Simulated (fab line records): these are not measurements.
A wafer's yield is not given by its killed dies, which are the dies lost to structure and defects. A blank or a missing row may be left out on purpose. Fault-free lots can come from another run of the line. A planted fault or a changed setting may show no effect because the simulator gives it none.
Problem report, 8D (eight disciplines) form, completed by code + flow sky130 + the parts of the form that need people (team, actions taken, sign-off) are left out

## 1. WHAT WENT WRONG
VIA2_HDPCVD_THK at SKY_VIA2_THK_MEAS_01 reads a mean of 543 nm on 1 wafer of 1 lot; wafers without a fault read 1182 nm with a standard deviation of 13. That is -49 standard deviations from the usual mean.
Seen first at day 36 23:51 on film_metro-01, wafer L311.2. The record holds 36 wafers of 12 lots with a number at this step. The rule behind "out" and "out of limits": a value lying over 4 standard deviations away from the usual mean. Any other wafer with a number is counted as sound.

## 2. WHAT IT IS, WHAT IT ISN'T
| question                    | is                | is not                                                                                                         |
|-----------------------------|-------------------|----------------------------------------------------------------------------------------------------------------|
| which readings at this step | VIA2_HDPCVD_THK   | -                                                                                                              |
| which lots                  | L311              | L306, L307, L308, L320, L322, L323, L324, L325, L327, L328, L329                                               |
| which wafers of those lots  | L311.2            | L311.3, L311.4                                                                                                 |
| read on which gauges        | film_metro-01     | film_metro-03, film_metro-04                                                                                   |
| when                        | from day 36 23:51 | up to then (11 sound wafers); but 24 sound wafers of L320, L322, L323, L324, L325, L327, L328, L329 came after |

## 3. SUSPECTS, AND WHAT RULES EACH OUT
Counting: a tool at a process step up to the reading stays a suspect if it ran every lot that is out. Sound lots after the first of them don't rule it out here, since some wafers of a struck lot are sound.
- the gauge at SKY_VIA2_THK_MEAS_01: kept. All the wafers that are out were read on film_metro-01, and no step on other tools shows them out.
- rie_metal-04 at SKY_METAL1_METAL_ETCH_19 (etches the open film in Cl2/BCl3, stops on SiO2, target depth 360 nm, time 78 s): kept. It ran the lot that is out, L311 (day 34 15:23).
- hdpcvd-02 at SKY_VIA2_HDPCVD_00 (deposits SiO2, target thk 1180 nm, time 196.7 s): kept. The lot that is out, L311, ran on it at day 36 23:43; the last sound lot it ran before that was L308, at day 36 00:12.
- In hdpcvd-02 at SKY_VIA2_HDPCVD_00, the wafers that are out were processed in chamber 2 and their sound lot-mates in chambers 0, 1.
After the count, these remain: rie_metal-04 at SKY_METAL1_METAL_ETCH_19, hdpcvd-02 at SKY_VIA2_HDPCVD_00 and film_metro-01 at SKY_VIA2_THK_MEAS_01.

## 4. THE CAUSE (what the simulator had put in)
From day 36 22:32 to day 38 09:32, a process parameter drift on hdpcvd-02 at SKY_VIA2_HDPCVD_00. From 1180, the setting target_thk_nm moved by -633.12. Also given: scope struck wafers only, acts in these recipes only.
After counting, 3 suspects remain, this tool included.

## 5. SEQUENCE OF EFFECTS, ordered by route
One row per reading whose mean, taken over the struck wafers that have a number, lies over 3 standard deviations from the usual. Only readings for which the record gives a usual standard deviation are gone through. hours: the time from each lot's start at the first step in this table that gives one to its start at this step, as a median over the lots. sigmas: the change in usual standard deviations.
| hours | step                 | reading         | usual   | on struck wafers | change | sigmas |
|-------|----------------------|-----------------|---------|------------------|--------|--------|
| 0     | SKY_VIA2_THK_MEAS_01 | VIA2_HDPCVD_THK | 1182 nm | 543              | -639   | -49    |

## 6. HOW IT WOULD HAVE BEEN CAUGHT EARLIER
In this record the first reading out of limits at a measuring or inspecting step was taken at day 36 23:51, 1 hour after the fault began at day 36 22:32.
No tool reading at SKY_VIA2_HDPCVD_00 that has a usual standard deviation in the record was out on any struck wafer, so an alarm limit of 4 standard deviations on those readings would not have fired.
The start of SKY_VIA2_HDPCVD_00 on hdpcvd-02 came by day 36 23:51 for every one of the lots that are out (1). Holding the tool at that point would not have protected any of them.
